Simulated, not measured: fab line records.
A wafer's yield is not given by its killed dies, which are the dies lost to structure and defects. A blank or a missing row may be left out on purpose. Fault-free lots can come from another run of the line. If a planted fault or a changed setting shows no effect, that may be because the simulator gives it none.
Which of the tools did it? | flow sfq line | Sampling: 14 lots, 40 wafers, 2 of 325 route steps

## WHAT EACH GAUGE READ, for each wafer
SFQ_I1_BOW_MEAS_912.
lot  | measured     | on            | I1_BOW (um)
L670 | day 22 05:26 | film metro-04 | 9 3 3
L671 | day 23 21:45 | film metro-01 | 16 20 9
L672 | day 24 06:46 | film metro-01 | -10 -9 -23
L673 | day 25 00:25 | film metro-01 | -4 -4 -7
L675 | day 25 17:08 | film metro-01 | 7 4 5
L676 | day 26 08:44 | film metro-01 | 4 -5 -4
L678 | day 26 23:09 | film metro-02 | 14 5 11
L679 | day 27 07:39 | film metro-04 | -3 -4 -7
L684 | day 29 12:29 | film metro-01 | 17 -2 - -
L685 | day 29 19:50 | film metro-02 | 8 12 - -
L689 | day 32 15:14 | film metro-02 | 7 11 -2
L690 | day 32 21:14 | film metro-02 | -8 -1 -2
L691 | day 33 08:04 | film metro-04 | -20 -7 -4
L693 | day 34 03:14 | film metro-01 | 5 6 2

## EACH LOT AND THE TOOL THAT RAN IT (in order: tool; ch and the chambers of the sampled wafers; start)
lot  | SFQ_TRILAYER_I1_CMP_CMP_046
L670 | cmp-02 ch 1,2,3, day 22 02:56
L671 | cmp-02 ch 0,3, day 23 19:15
L672 | cmp-02 ch 0,3, day 24 04:15
L673 | cmp-02 ch 0,2,3, day 24 22:23
L675 | cmp-01 ch 0,1,3, day 25 14:38
L676 | cmp-01 ch 1,2,3, day 26 07:14
L678 | cmp-01 ch 0,3, day 26 20:38
L679 | cmp-01 ch 0,1,3, day 27 05:09
L684 | cmp-01 ch 1,3, day 29 10:27
L685 | cmp-01 ch 0,2, day 29 17:20
L689 | cmp-02 ch 2,3, day 32 12:14
L690 | cmp-02 ch 0,2, day 32 18:44
L691 | cmp-01 ch 0,1,2, day 33 06:01
L693 | cmp-02 ch 0,2, day 34 00:44
- SFQ_TRILAYER_I1_CMP_CMP_046: polishes SiO2.

## WHAT THE TOOLS THEMSELVES READ (means of the sampled wafers that have a number; where no wafer has one, the mark that the record gives instead)
SFQ_TRILAYER_I1_CMP_CMP_046.
lot  | tool   | motor current A (A) | retaining ring pressure frac | time to endpoint s (s)
L670 | cmp-02 | 9.3                 | 1.001                        | 219
L671 | cmp-02 | 8.9                 | 0.998                        | 207
L672 | cmp-02 | 9.3                 | 1.002                        | 213
L673 | cmp-02 | 9.0                 | 0.998                        | 207
L675 | cmp-01 | 9.9                 | 1.006                        | 217
L676 | cmp-01 | 9.9                 | 1.004                        | 218
L678 | cmp-01 | 9.9                 | 1.001                        | 213
L679 | cmp-01 | 9.7                 | 1.004                        | 213
L684 | cmp-01 | 9.9                 | 1.005                        | 230
L685 | cmp-01 | 9.6                 | 1.001                        | 210
L689 | cmp-02 | 9.4                 | 1.002                        | 207
L690 | cmp-02 | 8.4                 | 1.004                        | 214
L691 | cmp-01 | 9.2                 | 0.999                        | 212
L693 | cmp-02 | 8.4                 | 0.998                        | 221

## THE ANSWER, worked out from the rows above alone
Rule: the usual values come from the lots themselves. The widest of any qualifying gaps counts: lots, ordered by their means at a reading, are off when they make up no more than a third of the lots, leave a main group of 4 or more, and stand apart from it by 3 or more times the standard deviation of that group's means. A main group whose means are all the same, to the digits that the tables above print for the reading, isn't used. A lot without any number at a reading at which 4 lots or more have one is off too. All remaining lots with rows at the step are treated as sound. First the gauges in route order, then the tools' own readings, where a lot's mean is used as printed above. The first step at which some lot is off is used, and at that step the reading that is off furthest; a lot without a number counts as furthest.
Nothing can be told from this: no lot is off at any reading shown.

## WHAT THE SIMULATOR HAD PUT IN
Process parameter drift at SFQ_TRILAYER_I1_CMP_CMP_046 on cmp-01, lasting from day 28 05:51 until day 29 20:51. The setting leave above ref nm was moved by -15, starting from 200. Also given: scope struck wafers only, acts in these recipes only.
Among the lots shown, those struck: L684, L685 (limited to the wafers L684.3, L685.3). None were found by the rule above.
